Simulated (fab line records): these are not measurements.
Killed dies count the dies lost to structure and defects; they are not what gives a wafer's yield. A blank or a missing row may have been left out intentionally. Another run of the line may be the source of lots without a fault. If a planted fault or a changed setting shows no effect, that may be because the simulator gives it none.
fab line records | flow sky130
[record] lots = 12 wafers = 36 last-day = 50
route steps=708 shown DNWELL@43 POLY_GATE@230 LDD_N@241 SD_N@350 PAD_OPEN@708
lots untouched by any fault: they come from a run of this same line in which no faults occurred
start-h: start of the lot's first displayed wafer, in hours after the record's first day | wait-h: hours since the lot's step before | " unchanged from the row above | L1.1+2: several wafers, shown together as one row | - no value, or no start given | * or withheld: withheld | < > ~ a bound
route shown NAME@n: names a module that has steps shown in the file, with the first one's number in the route | usual: mean/standard deviation taken from wafers without a fault | same: alike in all rows | chamber/n: place in a boat | sites: the reading at each site | _std_site: standard deviation of those values | _edge_site: inner sites' mean taken away from outer sites' mean | radius-mm: how far each site lies from the wafer's centre | mask NAME#n: copy n | behind: tool/chamber where the wafer was last shaped | hold: what put the lot on hold/how long, in hours/how the hold closed | device: the transistor (n, p or np) that didn't switch | end of line: tests run on the same wafers once the route is complete | step lacking rows: just its recipe | killed: dies that structure and defects cost at the first sort, which is not the same as the wafer's yield | map: per-die view of a wafer (x killed, . not killed, _ where there is no die)
set.NAME: setting as actually run; set.NAME@STEP: the setting as run at that earlier step | model.NAME: the simulator's own value behind a step, which no gauge read
the route's steps for a sample of lots (tables are steps, rows are wafers)
services: the hour from which a tool's chamber was out of use, counted from the record's first day as start-h (under 0 if before that day), plus the number of hours and why
[[steps]]
[step SKY_DNWELL_STRIP_08]
[recipe] chemistry = O2/N2 power-w = 1400 pressure-mtorr = 1500 platen-temp-c = withheld o2-flow-sccm = 3000 n2-flow-sccm = 300 overash-fraction = 0.5
[usual] drypump-motor-current-A = 5.6/0.54 oes-product-au = 0.723/0.0047 strip-time-to-endpoint-s = 36.94/0.081
// columns lot.wafer tool chamber start-h wait-h drypump-motor-current-A oes-product-au rf-hours-counter-h strip-time-to-endpoint-s
L523.1 plasma-asher-01 1 66.01 0.1 5.5 0.722 38 36.94
L523.3 " 0 " " 5.8 0.729 - 36.99
L523.5 " 0 " " 5.8 0.729 - 36.86
L524.1 plasma-asher-01 0 69.94 0.1 5.8 0.719 39 37.06
L524.4 " 0 " " 5.8 0.720 - 36.95
L524.5 " 1 " " 5.5 0.726 - 36.93
L525.3 plasma-asher-04 0 76.67 0.1 5.1 0.721 - 36.83
L525.4 " 1 " " 5.7 0.723 - 36.90
L525.6 " 0 " " 5.1 0.730 - 36.80
L527.1 plasma-asher-03 0 86.14 0.1 6.5 0.722 36 37.02
L527.4 " 1 " " 5.0 0.714 - 36.94
L527.5 " 1 " " 5.0 0.720 - 36.82
L531.1 plasma-asher-01 1 105.74 0.1 5.5 0.713 42 36.94
L531.3 " 0 " " 5.8 0.725 - 36.99
L531.5 " 0 " " 5.8 0.726 - 37.05
L535.2 plasma-asher-04 1 125.14 0.1 5.7 0.718 48 36.95
L535.3 " 1 " " 5.7 0.726 - 36.90
L535.6 " 0 " " 5.1 0.720 - 37.08
L536.3 plasma-asher-03 0 133.57 0.1 6.5 0.719 - 36.92
L536.4 " 1 " " 5.0 0.719 - 36.94
L536.5 " 0 " " 6.5 0.711 - 36.91
L537.2 plasma-asher-04 1 138.45 0.1 5.7 0.728 49 36.84
L537.3 " 1 " " 5.7 0.721 - 36.90
L537.4 " 0 " " 5.1 0.724 - 37.07
L540.2 plasma-asher-04 0 158.25 0.1 5.1 0.725 51 36.83
L540.3 " 1 " " 5.7 0.722 - 36.94
L540.5 " 0 " " 5.1 0.732 - 36.94
L542.1 plasma-asher-03 0 169.05 0.1 6.5 0.717 44 36.83
L542.2 " 1 " " 5.0 0.724 44 36.92
L542.3 " 1 " " 5.0 0.720 - 37.00
L543.1 plasma-asher-03 0 171.46 0.1 6.5 0.721 45 36.94
L543.3 " 0 " " 6.5 0.722 - 36.86
L543.6 " 1 " " 5.0 0.723 - 36.99
L544.1 plasma-asher-01 0 178.96 0.1 5.9 0.725 6 37.03
L544.2 " 1 " " 5.5 0.730 6 37.04
L544.4 " 0 " " 5.8 0.726 - 37.04
[step SKY_POLY_GATE_ETCH_16]
[recipe] stop-on = poly-Si chemistry = CH3F/O2 target = Si3N4 source-w = 400 bias-w = 80 pressure-mtorr = 25 ch3f-flow-sccm = 40 O2_flow_sccm = 30 time-s = 147.5 target-depth-a = 750
[usual] O2_flow_sccm = 30.01/0.094 drypump-motor-current-A = 5.78/0.27 oes-product-au = 0.640/0.0056 throttle-valve-pct = 10.535/0.0085
[same] time-s = 147.5
// columns lot.wafer tool chamber start-h wait-h O2_flow_sccm drypump-motor-current-A oes-product-au rf-hours-counter-h throttle-valve-pct
L523.1 rie-diel-03 2 388.82 0.0 30.00 5.30 0.641 10 10.542
L523.3 " 0 " " 29.97 5.96 0.647 0 10.528
L523.5 " 2 " " 30.05 5.32 0.637 - 10.521
L524.1 rie-diel-02 1 400.85 0.0 29.89 5.70 0.643 4 10.540
L524.4 " 3 " " 30.06 6.01 0.642 12 10.544
L524.5 " 1 " " 29.96 5.70 0.644 - 10.536
L525.3 rie-diel-02 0 413.92 0.0 30.05 5.45 0.642 101 10.528
L525.4 " 3 " " 29.91 6.03 0.647 13 10.536
L525.6 " 0 " " 29.98 5.43 0.640 - 10.538
L527.1 rie-diel-01 3 430.47 0.0 30.08 5.98 0.640 8 10.520
L527.4 " 2 " " 29.96 5.92 0.639 94 10.546
L527.5 " 2 " " 29.92 5.91 0.646 - 10.539
L531.1 rie-diel-02 2 459.65 0.0 30.19 6.16 0.637 4 10.536
L531.3 " 3 " " 30.07 6.04 0.639 14 10.539
L531.5 " 1 " " 30.05 5.70 0.641 - 10.534
L535.2 rie-diel-03 3 492.32 0.0 30.04 5.76 0.650 91 10.534
L535.3 " 1 " " 29.99 5.54 0.638 94 10.539
L535.6 " 0 " " 30.07 5.98 0.637 - 10.545
L536.3 rie-diel-03 0 505.43 0.0 30.00 5.99 0.653 3 10.514
L536.4 " 2 " " 29.99 5.35 0.645 - 10.544
L536.5 " 3 " " 29.99 5.76 0.651 - 10.547
L537.2 rie-diel-02 1 516.38 0.0 29.94 5.70 0.649 6 10.527
L537.3 " 3 " " 29.99 6.03 0.648 15 10.533
L537.4 " 2 " " 29.93 6.14 0.644 5 10.522
L540.2 rie-diel-01 2 542.10 0.0 30.16 5.87 0.640 1 10.548
L540.3 " 0 " " 29.95 5.60 0.641 3 10.540
L540.5 " 2 " " 30.16 5.85 0.641 - 10.543
L542.1 rie-diel-03 1 557.93 0.0 30.04 5.56 0.640 1 10.527
L542.2 " 3 " " 29.95 5.75 0.638 0 10.550
L542.3 " 0 " " 29.99 6.00 0.641 4 10.543
L543.1 rie-diel-01 2 559.48 0.0 30.10 5.90 0.646 1 10.552
L543.3 " 0 " " 29.96 5.59 0.645 4 10.539
L543.6 " 2 " " 30.17 5.89 0.630 - 10.536
L544.1 rie-diel-03 1 564.94 0.0 30.09 5.55 0.648 1 10.537
L544.2 " 3 " " 29.77 5.76 0.640 1 10.529
L544.4 " 2 " " 30.03 5.33 0.639 15 10.527
[step SKY_LDD_N_EXPOSE_04]
[recipe] mask-id = NTM target-cd-nm = 840 na = 0.6 source-shape = conventional sigma-outer = 0.6 dose-mj = 110
[usual] stage-vel-mm-s = 499.99/0.27
// columns lot.wafer tool chamber start-h wait-h mask stage-vel-mm-s
L523.1 iline-stepper-01 0 406.84 - NTM#0 500.08
L523.3 " 0 " " NTM#0 500.20
L523.5 " 0 " " NTM#0 500.21
L524.1 iline-stepper-01 0 419.81 - NTM_R1#0 500.15
L524.4 " 0 " " NTM_R1#0 499.88
L524.5 " 0 " " NTM_R1#0 499.87
L525.3 iline-stepper-01 0 435.28 - NTM#0 499.70
L525.4 " 0 " " NTM#0 500.19
L525.6 " 0 " " NTM#0 499.53
L527.1 iline-stepper-02 0 449.29 - NTM#0 499.92
L527.4 " 0 " " NTM#0 500.24
L527.5 " 0 " " NTM#0 499.78
L531.1 iline-stepper-01 0 477.44 - NTM#0 499.91
L531.3 " 0 " " NTM#0 500.21
L531.5 " 0 " " NTM#0 500.25
L535.2 iline-stepper-02 0 510.38 - NTM#0 500.58
L535.3 " 0 " " NTM#0 499.79
L535.6 " 0 " " NTM#0 500.10
L536.3 iline-stepper-01 0 523.07 - NTM#0 500.01
L536.4 " 0 " " NTM#0 500.14
L536.5 " 0 " " NTM#0 500.04
L537.2 iline-stepper-02 0 533.53 - NTM#0 500.06
L537.3 " 0 " " NTM#0 499.86
L537.4 " 0 " " NTM#0 499.96
L540.2 iline-stepper-01 0 559.04 - NTM#0 499.90
L540.3 " 0 " " NTM#0 500.21
L540.5 " 0 " " NTM#0 499.87
L542.1 iline-stepper-01 0 574.94 - NTM#0 500.22
L542.2 " 0 " " NTM#0 499.83
L542.3 " 0 " " NTM#0 499.91
L543.1 iline-stepper-01 0 576.29 - NTM#0 499.71
L543.3 " 0 " " NTM#0 499.43
L543.6 " 0 " " NTM#0 499.59
L544.1 iline-stepper-01 0 581.71 - NTM#0 499.84
L544.2 " 0 " " NTM#0 499.98
L544.4 " 0 " " NTM#0 499.75
[step SKY_SD_N_OVL_MEAS_08]
[usual] SD_N_OVL = 0.2/1.6
// columns lot.wafer tool chamber start-h wait-h SD_N_OVL[nm]
L523.1 overlay-01 - 664.51 0.1 0.3
L523.3 " - " " 1.9
L523.5 " - " " 0.3
L524.1 overlay-02 - 677.99 0.1 1.2
L524.4 " - " " 0.9
L524.5 " - " " 1.7
L525.3 overlay-01 - 695.18 0.1 0.8
L525.4 " - " " -0.7
L525.6 " - " " 1.5
L527.1 overlay-02 - 704.07 0.1 0.8
L527.4 " - " " 2.8
L527.5 " - " " -1.1
L531.1 overlay-02 - 728.36 0.1 1.6
L531.3 " - " " -0.6
L531.5 " - " " 0.2
L535.2 overlay-01 - 761.82 0.1 0.3
L535.3 " - " " 1.2
L535.6 " - " " -0.5
L536.3 overlay-02 - 769.37 0.1 -0.9
L536.4 " - " " 0.7
L536.5 " - " " -2.0
L537.2 overlay-01 - 779.67 0.1 0.0
L537.3 " - " " -0.6
L537.4 " - " " -0.5
L540.2 overlay-01 - 803.29 0.1 0.7
L540.3 " - " " 0.6
L540.5 " - " " 1.9
L542.1 overlay-02 - 816.13 0.1 0.2
L542.2 " - " " 2.1
L542.3 " - " " 0.5
L543.1 overlay-02 - 819.36 0.1 -2.2
L543.3 " - " " -1.6
L543.6 " - " " 1.2
L544.1 overlay-01 - 823.73 0.1 -1.5
L544.2 " - " " 1.8
L544.4 " - " " 0.2
[step SKY_PAD_OPEN_PROBE_99]
[usual] killed_at_M0_to_M3 = 44/6.9 killed_at_M4_up = 3.3/1.8 killed-at-contacts = 24/5 killed-at-front-end = 16/4.6 killed-at-other = 0.2/0.42 killed-dies = 88/9.2 killed-open = 48/7.3 killed-short = 40/6.5
[same] gross-dies = 492 killed-at-back-side = 0
// columns lot.wafer tool chamber start-h wait-h killed_at_M0_to_M3 killed_at_M4_up killed-at-contacts killed-at-front-end killed-at-other killed-dies killed-open killed-short
L531.1 prober-01 - 1133.79 0.1 46 8 28 7 0 89 46 43
L531.3 prober-01 - 1133.89 0.2 46 7 25 15 0 93 63 30
L531.5 prober-01 - 1133.99 0.2 50 5 29 17 0 101 61 40
L537.2 prober-01 - 1170.22 0.1 41 2 26 16 0 85 42 43
L537.3 prober-01 - 1170.27 0.2 52 3 29 12 1 97 58 38
L537.4 prober-01 - 1170.32 0.2 49 4 29 11 1 94 53 41
// killed by level:class
L531.1 VIA3:geometric-particle:open=11 VIA1:geometric-particle:open=11 CONTACT:geometric-particle:open=8 METAL2:geometric-particle:short=7 METAL4:geometric-particle:short=7 LI_CONTACT:geometric-particle:open=6 LOCAL_INTERCONNECT:geometric-particle:short=6 METAL1:geometric-particle:short=6
L531.3 VIA1:geometric-particle:open=18 LI_CONTACT:geometric-particle:open=11 VIA3:geometric-particle:open=7 CONTACT:geometric-particle:open=6 POLY_GATE:geometric-particle:open=5 METAL2:geometric-particle:short=5 VIA2:geometric-particle:open=5 METAL4:geometric-particle:short=5
L531.5 CONTACT:geometric-particle:open=15 VIA3:geometric-particle:open=11 FIELD_ISO:geometric-particle:open=8 VIA1:geometric-particle:open=8 LI_CONTACT:geometric-particle:open=6 LOCAL_INTERCONNECT:geometric-particle:short=6 METAL1:geometric-particle:short=5 VIA1:geometric-particle:short=5
L537.2 METAL1:geometric-particle:short=11 CONTACT:geometric-particle:open=9 VIA1:geometric-particle:open=9 VIA3:geometric-particle:open=5 FIELD_ISO:geometric-particle:short=4 FIELD_ISO:geometric-particle:open=4 LI_CONTACT:geometric-particle:open=4 LI_CONTACT:geometric-particle:short=4
L537.3 CONTACT:geometric-particle:open=13 VIA1:geometric-particle:open=11 VIA2:geometric-particle:open=10 LI_CONTACT:geometric-particle:open=7 LOCAL_INTERCONNECT:geometric-particle:short=5 METAL1:geometric-particle:short=5 VIA1:geometric-particle:short=5 METAL2:geometric-particle:short=5
L537.4 VIA1:geometric-particle:open=14 CONTACT:geometric-particle:open=8 LOCAL_INTERCONNECT:geometric-particle:short=7 LI_CONTACT:geometric-particle:open=7 METAL1:geometric-particle:short=7 VIA2:geometric-particle:open=7 VIA3:geometric-particle:open=5 METAL2:geometric-particle:short=5
[[services]]
// columns tool chamber start-h hours kind
rie-diel-03 - 42.02 2.8 pm
plasma-asher-03 - 80.19 0.3 repair
rie-diel-02 2 98.14 14.9 repair
rie-diel-02 0 105.15 4.1 repair
plasma-asher-01 - 108.75 9.0 pm
rie-diel-03 2 118.68 15.6 repair
plasma-asher-03 - 126.28 1.9 repair
plasma-asher-01 - 135.47 1.9 repair
iline-stepper-01 - 141.27 1.7 pm
plasma-asher-03 - 141.47 4.1 repair
rie-diel-03 2 256.51 10.0 repair
rie-diel-03 - 280.56 14.6 pm
iline-stepper-01 - 325.59 6.8 repair
iline-stepper-01 - 342.19 4.1 repair
iline-stepper-01 - 359.45 1.7 pm
iline-stepper-01 - 381.90 2.1 pm
rie-diel-03 3 434.11 5.3 repair
rie-diel-03 1 459.10 8.0 repair
iline-stepper-01 - 461.15 2.9 repair
iline-stepper-01 - 487.74 14.0 repair
rie-diel-03 2 500.78 1.4 repair
iline-stepper-01 - 507.80 9.6 repair
iline-stepper-01 - 550.71 1.5 repair
iline-stepper-01 - 577.63 1.7 pm
[[key]]
[first-sign] step = SKY_LDD_N_EXPOSE_04 reading = mask direction = changed
effect none on later readings
met-at SKY_LDD_N_EXPOSE_04
struck-lots L524
tester-left-out L524
not-acting-at SKY_DNWELL_STRIP_08,SKY_POLY_GATE_ETCH_16,SKY_SD_N_OVL_MEAS_08
onset-between 406.84 419.81
[fault] kind = wrong-mask tool = any chamber = - onset-h = 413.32 steps = SKY_LDD_N_EXPOSE_04 aux-copy = NTM_R1#0 cd-offset-nm = -168 scope = struck-lots-only
// tester-left-out: of these lots the tester's yield and bins aren't shown, on N5 and GAA mostly nor the transistor test; their killed dies are dies lost to structure and defects alone, not to doping, threshold or leakage, so they don't give the yield
